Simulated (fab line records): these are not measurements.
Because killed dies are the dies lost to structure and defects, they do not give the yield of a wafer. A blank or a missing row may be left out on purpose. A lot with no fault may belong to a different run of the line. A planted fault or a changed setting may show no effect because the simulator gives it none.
The tool behind it: which one? || flow sky130 || 36 wafers sampled from 12 lots at 1 step of a route of 708

WHAT THE GAUGES SHOWED, per wafer
SKY_LDD_P_OVL_MEAS_08.
{"lot": "L075", "measured": "day 19 04:28", "on": "overlay-02", "LDD_P_OVL (nm)": "2.6 4.1 3.3"}
{"lot": "L077", "measured": "day 21 05:26", "on": "overlay-01", "LDD_P_OVL (nm)": "1.6 1.8 0.5"}
{"lot": "L080", "measured": "day 21 15:34", "on": "overlay-02", "LDD_P_OVL (nm)": "-2.2 -2.6 -2.3"}
{"lot": "L082", "measured": "day 21 19:34", "on": "overlay-02", "LDD_P_OVL (nm)": "-0.8 -1.2 -0.7"}
{"lot": "L084", "measured": "day 22 09:17", "on": "overlay-02", "LDD_P_OVL (nm)": "-1.5 -1.5 -0.7"}
{"lot": "L085", "measured": "day 22 22:18", "on": "overlay-02", "LDD_P_OVL (nm)": "-2.0 -2.1 -4.0"}
{"lot": "L087", "measured": "day 23 15:10", "on": "overlay-02", "LDD_P_OVL (nm)": "1.9 0.6 2.0"}
{"lot": "L089", "measured": "day 24 05:43", "on": "overlay-02", "LDD_P_OVL (nm)": "2.7 1.3 2.0"}
{"lot": "L091", "measured": "day 24 23:54", "on": "overlay-02", "LDD_P_OVL (nm)": "-1.1 -0.9 -1.7"}
{"lot": "L093", "measured": "day 25 21:14", "on": "overlay-01", "LDD_P_OVL (nm)": "-2.8 -4.2 -2.7"}
{"lot": "L095", "measured": "day 26 06:07", "on": "overlay-02", "LDD_P_OVL (nm)": "-1.2 -0.9 0.3"}
{"lot": "L097", "measured": "day 27 00:29", "on": "overlay-01", "LDD_P_OVL (nm)": "-0.5 0.4 0.4"}

EACH LOT AND THE TOOL THAT RAN IT (in order: tool; ch and the chambers of the sampled wafers; start)
Before these readings, the record contains no process step.

THE ANSWER, worked out from the rows above alone
Rule: the lots themselves supply what counts as usual. Put in order of their means at a reading, lots are off if they are a third of the lots or fewer, leave a main group of 4 or more, and stand apart from it by a gap of 3 or more times the standard deviation of the main group's means; of several such gaps the widest counts. The tables above print the reading to a certain number of digits; a main group whose means all agree to those digits is not used. Also off: a lot with no number at a reading for which 4 or more lots have one. All remaining lots with rows at the step are treated as sound.
Across all readings shown, no lot is off: no conclusion can be drawn from this.

WHAT THE SIMULATOR HAD INSERTED
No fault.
